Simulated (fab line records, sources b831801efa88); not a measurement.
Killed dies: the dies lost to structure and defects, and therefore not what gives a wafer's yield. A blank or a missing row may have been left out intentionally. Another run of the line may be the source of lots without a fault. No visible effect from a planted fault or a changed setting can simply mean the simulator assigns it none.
fab line records	flow sky130
record lots=24	wafers=72	lastDay=50
route steps=708 shown PWDE@52 CONTACT@430 METAL1@438 VIA2@509 METAL3@536 PASSIVATION@682
lots that met no fault: from a run of the same line without faults
startH: the number of hours between the record's first day and the start of the first shown wafer of the lot	waitH: hours since the lot's step before	" unchanged from the row above	L1.1+2: one row covering several wafers at once	- no value present, or no start provided	* or withheld: withheld	< > ~ a bound
route shown NAME@n: a module of which the file shows steps, and the number in the route of the first	usual: the fault-free wafers' mean and standard deviation	same: alike in all rows	chamber/n: place in a boat	sites: readings site by site	_std_site: their standard deviation	_edge_site: mean of outer sites minus mean of inner sites	radiusMm: for every site, how far away it sits from the centre of the wafer	mask NAME#n: copy n	behind: the tool/chamber that last shaped the wafer	hold: why the lot went on hold/how many hours it stayed there/how the hold came to an end	device: which transistor (n, p or np) failed to switch	end of line: the tests these same wafers got at the end of their route	for a step that has no rows: nothing shown but its recipe	killed: the dies lost at the first sort to structure and to defects; this is not the yield of the wafer	map: the dies of a wafer, with x for killed, . for not killed, _ for no die there
set.NAME: the run value of the setting; set.NAME@STEP: its run value at that earlier step	model.NAME: the simulator's own value behind a step, which no gauge read
one table for each step of the route and one row for each wafer, over a sample of lots
services: from which hour (startH, from the record's first day; less than 0 if before it) a tool's chamber was out of use, for how many hours, and why
## steps
# step SKY_PWDE_OVL_MEAS_07
# usual PWDE_OVL=0.1/1.4
lot.wafer	tool	chamber	startH	waitH	PWDE_OVL[nm]
L074.1	overlay-02	-	78.38	-	-0.5
L074.4	"	-	"	"	0.2
L074.6	"	-	"	"	0.2
L075.2	overlay-01	-	84.24	-	-1.3
L075.4	"	-	"	"	-1.0
L075.5	"	-	"	"	-1.4
L076.1	overlay-02	-	84.58	-	0.0
L076.2	"	-	"	"	-0.7
L076.6	"	-	"	"	0.5
L077.3	overlay-02	-	90.99	-	2.6
L077.4	"	-	"	"	1.0
L077.5	"	-	"	"	2.0
L078.3	overlay-01	-	94.78	-	0.9
L078.5	"	-	"	"	1.0
L078.6	"	-	"	"	0.9
L079.1	overlay-01	-	97.96	-	0.9
L079.3	"	-	"	"	0.1
L079.5	"	-	"	"	1.2
L080.2	overlay-02	-	102.79	-	-3.3
L080.3	"	-	"	"	-3.1
L080.4	"	-	"	"	-3.2
L081.1	overlay-02	-	108.78	-	0.9
L081.3	"	-	"	"	2.0
L081.5	"	-	"	"	1.3
L083.1	overlay-02	-	115.68	-	-1.5
L083.2	"	-	"	"	-2.9
L083.3	"	-	"	"	-2.5
L082.1	overlay-02	-	116.53	-	-0.2
L082.2	"	-	"	"	0.0
L082.5	"	-	"	"	-1.6
L084.1	overlay-01	-	123.58	-	0.3
L084.3	"	-	"	"	2.0
L084.6	"	-	"	"	1.5
L085.2	overlay-01	-	129.22	-	-1.1
L085.5	"	-	"	"	-0.1
L085.6	"	-	"	"	-1.3
L086.4	overlay-01	-	139.30	-	2.1
L086.5	"	-	"	"	1.6
L086.6	"	-	"	"	0.3
L087.1	overlay-02	-	146.83	-	0.5
L087.2	"	-	"	"	0.1
L087.6	"	-	"	"	-0.4
L088.2	overlay-02	-	152.64	-	-0.6
L088.4	"	-	"	"	-3.2
L088.5	"	-	"	"	-0.5
L089.3	overlay-02	-	153.64	-	0.1
L089.4	"	-	"	"	0.8
L089.5	"	-	"	"	-0.1
L090.1	overlay-02	-	157.38	-	-1.0
L090.4	"	-	"	"	-0.1
L090.6	"	-	"	"	-0.1
L091.3	overlay-02	-	163.33	-	0.4
L091.5	"	-	"	"	0.3
L091.6	"	-	"	"	-0.6
L092.1	overlay-01	-	175.11	-	1.8
L092.3	"	-	"	"	1.4
L092.5	"	-	"	"	0.7
L093.2	overlay-02	-	182.62	-	-0.4
L093.3	"	-	"	"	1.2
L093.5	"	-	"	"	0.2
L094.2	overlay-02	-	184.54	-	-1.1
L094.4	"	-	"	"	-0.3
L094.6	"	-	"	"	0.1
L095.1	overlay-02	-	187.88	-	0.9
L095.2	"	-	"	"	-0.3
L095.4	"	-	"	"	1.3
L096.1	overlay-02	-	195.56	-	0.4
L096.2	"	-	"	"	0.3
L096.4	"	-	"	"	-1.1
L097.2	overlay-01	-	197.52	-	0.1
L097.3	"	-	"	"	2.1
L097.5	"	-	"	"	0.8
# step SKY_CONTACT_CVD_24
# recipe material=W	targetThkNm=340	timeS=102.12	tempC=400	pressureTorr=40
# usual heaterPowerW=875/72
lot.wafer	tool	chamber	startH	waitH	heaterPowerW
L074.1	cvdW-02	0	753.30	0.0	925
L074.4	"	1	"	"	737
L074.6	"	1	"	"	753
L076.1	cvdW-02	0	761.70	0.0	908
L076.2	"	1	"	"	771
L076.6	"	0	"	"	901
L075.2	cvdW-01	0	767.44	0.0	933
L075.4	"	1	"	"	908
L075.5	"	0	"	"	914
L077.3	cvdW-02	0	772.39	0.1	923
L077.4	"	1	"	"	762
L077.5	"	0	"	"	913
L078.3	cvdW-02	0	780.42	0.1	925
L078.5	"	0	"	"	935
L078.6	"	1	"	"	751
L079.1	cvdW-02	0	782.75	0.0	906
L079.3	"	0	"	"	910
L079.5	"	0	"	"	934
L080.2	cvdW-02	0	789.10	0.0	893
L080.3	"	1	"	"	764
L080.4	"	0	"	"	914
L081.1	cvdW-01	1	803.95	0.0	901
L081.3	"	0	"	"	930
L081.5	"	0	"	"	895
L083.1	cvdW-02	1	811.64	0.0	751
L083.2	"	0	"	"	907
L083.3	"	0	"	"	938
L082.1	cvdW-01	0	813.25	0.0	911
L082.2	"	1	"	"	899
L082.5	"	1	"	"	874
L084.1	cvdW-02	1	819.76	0.0	762
L084.3	"	1	"	"	758
L084.6	"	0	"	"	913
L085.2	cvdW-02	0	823.17	0.0	902
L085.5	"	0	"	"	915
L085.6	"	1	"	"	750
L086.4	cvdW-02	1	840.49	0.1	754
L086.5	"	1	"	"	744
L086.6	"	0	"	"	925
L087.1	cvdW-01	1	851.18	0.0	876
L087.2	"	0	"	"	909
L087.6	"	0	"	"	915
L088.2	cvdW-01	0	858.03	0.0	919
L088.4	"	1	"	"	886
L088.5	"	1	"	"	894
L089.3	cvdW-02	1	862.45	0.1	753
L089.4	"	0	"	"	933
L089.5	"	1	"	"	749
L090.1	cvdW-01	0	862.93	0.0	949
L090.4	"	1	"	"	910
L090.6	"	0	"	"	924
L091.3	cvdW-01	0	874.48	0.1	919
L091.5	"	0	"	"	942
L091.6	"	1	"	"	928
L092.1	cvdW-01	0	884.63	0.0	941
L092.3	"	0	"	"	921
L092.5	"	1	"	"	895
L093.2	cvdW-02	1	895.09	0.0	751
L093.3	"	0	"	"	947
L093.5	"	0	"	"	902
L094.2	cvdW-01	0	899.68	0.0	925
L094.4	"	0	"	"	913
L094.6	"	1	"	"	919
L095.1	cvdW-01	0	903.79	0.0	924
L095.2	"	1	"	"	901
L095.4	"	0	"	"	913
L096.1	cvdW-01	1	908.47	0.0	922
L096.2	"	0	"	"	924
L096.4	"	1	"	"	911
L097.2	cvdW-01	0	909.04	0.0	933
L097.3	"	1	"	"	895
L097.5	"	1	"	"	928
# step SKY_METAL1_SPUTTER_04
# recipe material=TiN	targetThkNm=70	powerW=6500	timeS=58.3	chamberPressurePa=0.4
# usual cathodeDcPowerW=6500.3/1.2	chamberPressurePa=0.4000/0.00087	throttleValvePct=30.1/1.4
lot.wafer	tool	chamber	startH	waitH	cathodeDcPowerW	chamberPressurePa	throttleValvePct
L074.1	pvdSputter-02	-	753.98	0.0	6499.7	0.4003	29.8
L074.4	"	-	"	"	6500.3	0.4013	29.3
L074.6	"	-	"	"	6501.2	0.4009	29.1
L076.1	pvdSputter-02	-	762.38	0.0	6500.9	0.3993	29.7
L076.2	"	-	"	"	6500.3	0.4005	30.0
L076.6	"	-	"	"	6498.7	0.3993	29.5
L075.2	pvdSputter-02	-	768.16	0.0	6502.6	0.4002	30.1
L075.4	"	-	"	"	6501.0	0.4013	29.8
L075.5	"	-	"	"	6499.9	0.4012	29.7
L077.3	pvdSputter-04	-	773.03	0.0	6500.9	0.4015	31.4
L077.4	"	-	"	"	6500.0	0.3999	28.6
L077.5	"	-	"	"	6500.0	0.3989	28.6
L078.3	pvdSputter-03	-	781.06	0.0	6502.0	0.3998	27.3
L078.5	"	-	"	"	6503.8	0.4014	30.0
L078.6	"	-	"	"	6499.5	0.4005	31.8
L079.1	pvdSputter-04	-	783.43	0.0	6499.4	0.3981	32.3
L079.3	"	-	"	"	6501.4	0.4008	31.2
L079.5	"	-	"	"	6500.3	0.3992	32.5
L080.2	pvdSputter-02	-	789.78	0.0	6501.0	0.4009	29.9
L080.3	"	-	"	"	6500.6	0.4016	29.4
L080.4	"	-	"	"	6500.5	0.4002	30.1
L081.1	pvdSputter-03	-	804.63	0.0	6501.5	0.3987	31.5
L081.3	"	-	"	"	6500.7	0.3992	29.7
L081.5	"	-	"	"	6500.3	0.3996	29.3
L083.1	pvdSputter-02	-	812.47	0.0	6500.5	0.3999	29.4
L083.2	"	-	"	"	6499.4	0.3997	28.9
L083.3	"	-	"	"	6498.4	0.4004	30.0
L082.1	pvdSputter-04	-	813.93	0.0	6502.5	0.3984	31.3
L082.2	"	-	"	"	6501.0	0.4000	30.0
L082.5	"	-	"	"	6499.7	0.3985	32.3
L084.1	pvdSputter-04	-	820.44	0.0	6501.1	0.4007	30.3
L084.3	"	-	"	"	6501.0	0.3999	28.5
L084.6	"	-	"	"	6499.4	0.4010	30.3
L085.2	pvdSputter-04	-	823.85	0.0	6499.5	0.4016	32.1
L085.5	"	-	"	"	6501.1	0.4012	30.5
L085.6	"	-	"	"	6498.3	0.3990	32.3
L086.4	pvdSputter-04	-	841.13	0.0	6499.8	0.4003	31.1
L086.5	"	-	"	"	6499.4	0.3985	28.4
L086.6	"	-	"	"	6497.7	0.3999	32.3
L087.1	pvdSputter-03	-	851.87	0.0	6500.1	0.4020	29.5
L087.2	"	-	"	"	6501.6	0.3994	27.3
L087.6	"	-	"	"	6501.8	0.3997	31.8
L088.2	pvdSputter-04	-	858.73	0.0	6501.0	0.4000	32.3
L088.4	"	-	"	"	6501.3	0.3994	28.6
L088.5	"	-	"	"	6500.3	0.4004	32.3
L089.3	pvdSputter-02	-	863.10	0.0	6501.5	0.4000	29.9
L089.4	"	-	"	"	6502.3	0.3980	30.0
L089.5	"	-	"	"	6501.4	0.3987	29.8
L090.1	pvdSputter-04	-	863.62	0.0	6501.1	0.4008	30.0
L090.4	"	-	"	"	6500.0	0.3978	31.1
L090.6	"	-	"	"	6500.3	0.4017	30.4
L091.3	pvdSputter-04	-	875.13	0.0	6499.6	0.4010	28.5
L091.5	"	-	"	"	6500.1	0.4001	28.4
L091.6	"	-	"	"	6501.8	0.3995	32.5
L092.1	pvdSputter-04	-	885.31	0.0	6499.0	0.4008	30.1
L092.3	"	-	"	"	6500.9	0.3982	31.1
L092.5	"	-	"	"	6499.8	0.4005	30.3
L093.2	pvdSputter-03	-	895.77	0.0	6502.1	0.3991	26.9
L093.3	"	-	"	"	6500.2	0.4008	31.8
L093.5	"	-	"	"	6498.8	0.4000	27.1
L094.2	pvdSputter-04	-	900.36	0.0	6501.7	0.3992	28.5
L094.4	"	-	"	"	6499.5	0.4013	31.4
L094.6	"	-	"	"	6499.9	0.4009	31.3
L095.1	pvdSputter-03	-	904.47	0.0	6501.6	0.4007	29.5
L095.2	"	-	"	"	6499.3	0.4001	30.3
L095.4	"	-	"	"	6501.6	0.4001	27.0
L096.1	pvdSputter-04	-	909.15	0.0	6497.8	0.4003	28.6
L096.2	"	-	"	"	6498.9	0.3999	31.3
L096.4	"	-	"	"	6499.0	0.4000	32.0
L097.2	pvdSputter-03	-	909.72	0.0	6501.7	0.3986	27.3
L097.3	"	-	"	"	6500.4	0.3993	29.7
L097.5	"	-	"	"	6502.1	0.4009	30.2
# step SKY_VIA2_CMP_02
# recipe material=SiO2	downForcePsi=4	platenRpm=60	padVelocityMS=0.94248
# usual motorCurrentA=11.7/1.8
lot.wafer	tool	chamber	startH	waitH	motorCurrentA
L074.1	cmp-01	0	838.78	0.1	12.6
L074.4	"	2	"	"	10.2
L074.6	"	0	"	"	12.7
L076.2	cmp-02	2	846.60	0.0	10.4
L076.1	"	1	"	"	14.9
L076.6	"	3	"	"	10.2
L075.4	cmp-01	2	851.62	0.0	10.8
L075.2	"	3	"	"	9.8
L075.5	"	3	"	"	9.3
L077.4	cmp-02	0	855.61	0.1	13.7
L077.3	"	1	"	"	14.5
L077.5	"	3	"	"	9.6
L078.3	cmp-02	0	864.53	0.1	14.2
L078.5	"	3	"	"	10.1
L078.6	"	0	"	"	14.2
L079.1	cmp-01	2	867.28	0.1	9.9
L079.3	"	3	"	"	9.7
L079.5	"	0	"	"	13.5
L080.4	cmp-02	2	872.14	0.1	11.1
L080.3	"	3	"	"	10.3
L080.2	"	0	"	"	14.1
L081.3	cmp-01	0	887.41	0.1	13.0
L081.1	"	2	"	"	9.8
L081.5	"	3	"	"	9.7
L083.2	cmp-01	0	895.56	0.1	12.2
L083.1	"	1	"	"	11.1
L083.3	"	2	"	"	9.3
L082.1	cmp-02	1	896.37	0.1	15.4
L082.2	"	0	"	"	13.4
L082.5	"	2	"	"	11.2
L084.1	cmp-01	1	903.53	0.1	11.3
L084.3	"	3	"	"	9.8
L084.6	"	2	"	"	9.4
L085.2	cmp-01	3	905.22	0.1	10.0
L085.5	"	1	"	"	11.8
L085.6	"	2	"	"	9.5
L086.4	cmp-02	2	923.13	0.2	11.0
L086.6	"	3	"	"	11.1
L086.5	"	0	"	"	14.0
L087.2	cmp-01	2	933.32	0.0	10.1
L087.1	"	0	"	"	12.6
L087.6	"	3	"	"	9.5
L088.4	cmp-02	0	939.75	0.1	13.7
L088.2	"	1	"	"	14.6
L088.5	"	3	"	"	10.1
L089.3	cmp-02	0	943.93	0.3	13.9
L089.4	"	2	"	"	11.0
L089.5	"	3	"	"	10.0
L090.4	cmp-01	0	944.94	0.2	12.5
L090.1	"	1	"	"	12.4
L090.6	"	2	"	"	9.5
L091.3	cmp-02	3	955.50	0.1	10.1
L091.6	"	1	"	"	14.1
L091.5	"	2	"	"	10.7
L092.3	cmp-01	1	964.59	0.1	11.7
L092.1	"	3	"	"	9.3
L092.5	"	1	"	"	11.2
L093.3	cmp-02	1	974.60	0.1	14.8
L093.2	"	2	"	"	11.5
L093.5	"	0	"	"	13.8
L094.4	cmp-02	1	979.76	0.0	14.3
L094.2	"	0	"	"	14.0
L094.6	"	1	"	"	15.0
L095.4	cmp-02	1	981.97	0.1	14.4
L095.2	"	3	"	"	10.3
L095.1	"	0	"	"	13.4
L096.4	cmp-01	3	986.95	0.0	9.6
L096.1	"	0	"	"	13.6
L096.2	"	2	"	"	9.8
L097.3	cmp-02	1	988.40	0.0	14.0
L097.2	"	0	"	"	14.2
L097.5	"	2	"	"	10.8
# step SKY_METAL3_SPUTTER_04
# recipe material=TiN	targetThkNm=70	powerW=6500	timeS=58.3	chamberPressurePa=0.4
# usual cathodeDcPowerW=6499.9/1.3	chamberPressurePa=0.4000/0.00079	throttleValvePct=30.0/1.4
lot.wafer	tool	chamber	startH	waitH	cathodeDcPowerW	chamberPressurePa	throttleValvePct
L074.1	pvdSputter-04	-	866.75	0.0	6498.7	0.4002	31.3
L074.4	"	-	"	"	6499.2	0.3998	32.1
L074.6	"	-	"	"	6501.1	0.4005	31.3
L076.1	pvdSputter-02	-	875.03	0.0	6499.8	0.3998	29.3
L076.2	"	-	"	"	6500.6	0.3989	29.4
L076.6	"	-	"	"	6500.9	0.3990	29.2
L075.2	pvdSputter-03	-	879.43	0.0	6500.3	0.3997	31.8
L075.4	"	-	"	"	6499.0	0.3996	30.2
L075.5	"	-	"	"	6497.6	0.3991	29.5
L077.3	pvdSputter-03	-	883.42	0.0	6498.1	0.4008	27.2
L077.4	"	-	"	"	6498.5	0.4009	30.4
L077.5	"	-	"	"	6498.6	0.4005	27.0
L078.3	pvdSputter-03	-	892.26	0.0	6500.1	0.3995	27.3
L078.5	"	-	"	"	6501.7	0.4015	30.1
L078.6	"	-	"	"	6497.4	0.3995	31.8
L079.1	pvdSputter-04	-	895.62	0.0	6499.2	0.3992	30.2
L079.3	"	-	"	"	6498.4	0.3979	28.3
L079.5	"	-	"	"	6498.9	0.3999	32.2
L080.2	pvdSputter-03	-	899.63	0.0	6502.5	0.4004	30.2
L080.3	"	-	"	"	6499.4	0.3997	31.9
L080.4	"	-	"	"	6498.5	0.3998	29.8
L081.1	pvdSputter-04	-	914.43	0.0	6500.7	0.3988	31.6
L081.3	"	-	"	"	6499.9	0.3997	28.5
L081.5	"	-	"	"	6499.9	0.4002	30.2
L083.1	pvdSputter-03	-	921.66	0.0	6500.3	0.3992	30.4
L083.2	"	-	"	"	6500.1	0.4008	27.6
L083.3	"	-	"	"	6500.7	0.4003	31.4
L082.1	pvdSputter-03	-	923.87	0.0	6500.5	0.3985	31.8
L082.2	"	-	"	"	6500.1	0.4003	29.6
L082.5	"	-	"	"	6498.3	0.4003	29.4
L084.1	pvdSputter-03	-	931.16	0.0	6499.3	0.3993	29.5
L084.3	"	-	"	"	6501.2	0.4000	30.2
L084.6	"	-	"	"	6500.3	0.4003	27.2
L085.2	pvdSputter-03	-	932.88	0.0	6501.0	0.4001	31.3
L085.5	"	-	"	"	6499.2	0.4013	27.0
L085.6	"	-	"	"	6499.9	0.3991	29.6
L086.4	pvdSputter-02	-	949.90	0.0	6499.5	0.4007	30.0
L086.5	"	-	"	"	6499.8	0.4004	29.4
L086.6	"	-	"	"	6499.5	0.3999	29.6
L087.1	pvdSputter-02	-	959.53	0.0	6499.6	0.4002	29.4
L087.2	"	-	"	"	6499.6	0.4003	29.8
L087.6	"	-	"	"	6500.3	0.3986	29.5
L088.2	pvdSputter-04	-	966.23	0.0	6498.9	0.3997	30.2
L088.4	"	-	"	"	6499.4	0.4012	28.4
L088.5	"	-	"	"	6502.1	0.4004	28.4
L089.3	pvdSputter-03	-	969.65	0.0	6499.3	0.4012	30.3
L089.4	"	-	"	"	6499.6	0.3996	29.8
L089.5	"	-	"	"	6502.1	0.3998	27.3
L090.1	pvdSputter-04	-	971.16	0.0	6501.3	0.4007	30.4
L090.4	"	-	"	"	6497.9	0.3999	31.3
L090.6	"	-	"	"	6500.0	0.4008	32.0
L091.3	pvdSputter-04	-	981.48	0.0	6499.3	0.4003	31.3
L091.5	"	-	"	"	6499.8	0.4001	30.5
L091.6	"	-	"	"	6501.9	0.4002	32.1
L092.1	pvdSputter-02	-	990.50	0.0	6502.5	0.3990	29.2
L092.3	"	-	"	"	6498.8	0.4003	29.7
L092.5	"	-	"	"	6501.7	0.3991	29.8
L093.2	pvdSputter-04	-	999.73	0.0	6500.1	0.4006	30.2
L093.3	"	-	"	"	6499.5	0.3994	32.0
L093.5	"	-	"	"	6499.9	0.4005	32.3
L094.2	pvdSputter-04	-	1004.58	0.0	6498.2	0.3997	32.0
L094.4	"	-	"	"	6500.3	0.4000	30.3
L094.6	"	-	"	"	6500.2	0.3997	31.5
L095.1	pvdSputter-03	-	1008.19	0.0	6500.8	0.3991	30.1
L095.2	"	-	"	"	6500.4	0.4005	26.8
L095.4	"	-	"	"	6499.8	0.3990	29.7
L096.1	pvdSputter-03	-	1012.02	0.0	6499.6	0.4007	31.6
L096.2	"	-	"	"	6499.3	0.4000	29.5
L096.4	"	-	"	"	6502.7	0.4011	27.2
L097.2	pvdSputter-02	-	1014.07	0.0	6501.1	0.4009	28.9
L097.3	"	-	"	"	6499.6	0.4014	30.0
L097.5	"	-	"	"	6502.4	0.4014	29.3
# step SKY_PASSIVATION_THK_MEAS_01
# recipe reads=SiO2_of_PASSIVATION_CVD_00
# usual PASSIVATION_CVD_00_THK=89.5/1.1
lot.wafer	tool	chamber	startH	waitH	PASSIVATION_CVD_00_THK[nm]
L074.1	filmMetro-02	-	1043.66	-	89.5
L074.4	"	-	"	"	90.4
L074.6	"	-	"	"	91.6
L076.1	filmMetro-02	-	1052.35	-	89.8
L076.2	"	-	"	"	88.2
L076.6	"	-	"	"	90.4
L075.2	filmMetro-03	-	1054.99	-	88.8
L075.4	"	-	"	"	90.1
L075.5	"	-	"	"	90.5
L077.3	filmMetro-03	-	1060.52	-	88.1
L077.4	"	-	"	"	90.0
L077.5	"	-	"	"	90.0
L078.3	filmMetro-03	-	1064.83	-	88.5
L078.5	"	-	"	"	90.3
L078.6	"	-	"	"	89.8
L079.1	filmMetro-02	-	1068.58	-	92.5
L079.3	"	-	"	"	88.8
L079.5	"	-	"	"	91.0
L080.2	filmMetro-03	-	1071.74	-	88.1
L080.3	"	-	"	"	87.6
L080.4	"	-	"	"	89.1
L081.1	filmMetro-03	-	1085.63	-	89.8
L081.3	"	-	"	"	90.4
L081.5	"	-	"	"	89.5
L083.1	filmMetro-02	-	1089.65	-	87.7
L083.2	"	-	"	"	88.3
L083.3	"	-	"	"	89.9
L082.1	filmMetro-01	-	1094.11	-	88.4
L082.2	"	-	"	"	89.3
L082.5	"	-	"	"	91.0
L084.1	filmMetro-02	-	1097.39	-	89.3
L084.3	"	-	"	"	90.1
L084.6	"	-	"	"	90.7
L085.2	filmMetro-03	-	1100.79	-	89.2
L085.5	"	-	"	"	89.5
L085.6	"	-	"	"	90.8
L086.4	filmMetro-02	-	1114.18	-	92.0
L086.5	"	-	"	"	89.0
L086.6	"	-	"	"	90.1
L087.1	filmMetro-01	-	1122.83	-	88.5
L087.2	"	-	"	"	87.8
L087.6	"	-	"	"	89.5
L088.2	filmMetro-03	-	1127.19	-	88.2
L088.4	"	-	"	"	91.5
L088.5	"	-	"	"	89.6
L089.3	filmMetro-01	-	1130.75	-	88.2
L089.4	"	-	"	"	89.0
L089.5	"	-	"	"	89.7
L090.1	filmMetro-02	-	1132.15	-	89.5
L090.4	"	-	"	"	90.2
L090.6	"	-	"	"	91.2
L091.3	filmMetro-02	-	1141.39	-	89.7
L091.5	"	-	"	"	93.0
L091.6	"	-	"	"	89.4
L092.1	filmMetro-03	-	1148.39	-	89.1
L092.3	"	-	"	"	88.9
L092.5	"	-	"	"	89.4
L093.2	filmMetro-01	-	1156.07	-	90.9
L093.3	"	-	"	"	88.6
L093.5	"	-	"	"	91.2
L094.2	filmMetro-02	-	1158.12	-	88.3
L094.4	"	-	"	"	90.9
L094.6	"	-	"	"	89.4
L095.1	filmMetro-01	-	1161.36	-	87.4
L095.2	"	-	"	"	89.0
L095.4	"	-	"	"	90.2
L096.1	filmMetro-03	-	1165.81	-	88.5
L096.2	"	-	"	"	88.5
L096.4	"	-	"	"	91.7
L097.2	filmMetro-02	-	1167.08	-	90.5
L097.3	"	-	"	"	88.5
L097.5	"	-	"	"	90.2
## services
tool	chamber	startH	hours	kind
cmp-02	-	744.07	4.0	pm
cmp-01	-	751.92	8.0	pm
pvdSputter-03	-	752.70	2.8	repair
cmp-02	-	763.85	6.0	pm
cmp-01	-	777.55	0.9	repair
cmp-02	-	784.18	2.1	repair
cmp-02	-	793.63	0.2	repair
pvdSputter-04	-	795.92	4.5	repair
cmp-02	-	811.31	5.6	pm
pvdSputter-02	-	820.10	6.1	repair
cmp-01	-	855.89	5.8	pm
cvdW-02	-	860.33	0.7	repair
cvdW-02	0	869.87	18.2	repair
pvdSputter-02	-	872.50	2.2	repair
cmp-01	-	881.53	0.9	repair
cvdW-01	-	888.77	0.8	repair
cvdW-02	-	904.00	14.0	pm
pvdSputter-03	-	910.80	4.8	repair
pvdSputter-02	-	911.97	3.1	repair
cmp-01	-	912.11	4.0	pm
pvdSputter-02	-	924.66	0.9	repair
cvdW-02	-	968.45	2.8	pm
cvdW-02	0	1004.89	9.1	repair
pvdSputter-04	-	1009.33	5.6	repair
## key
fault none
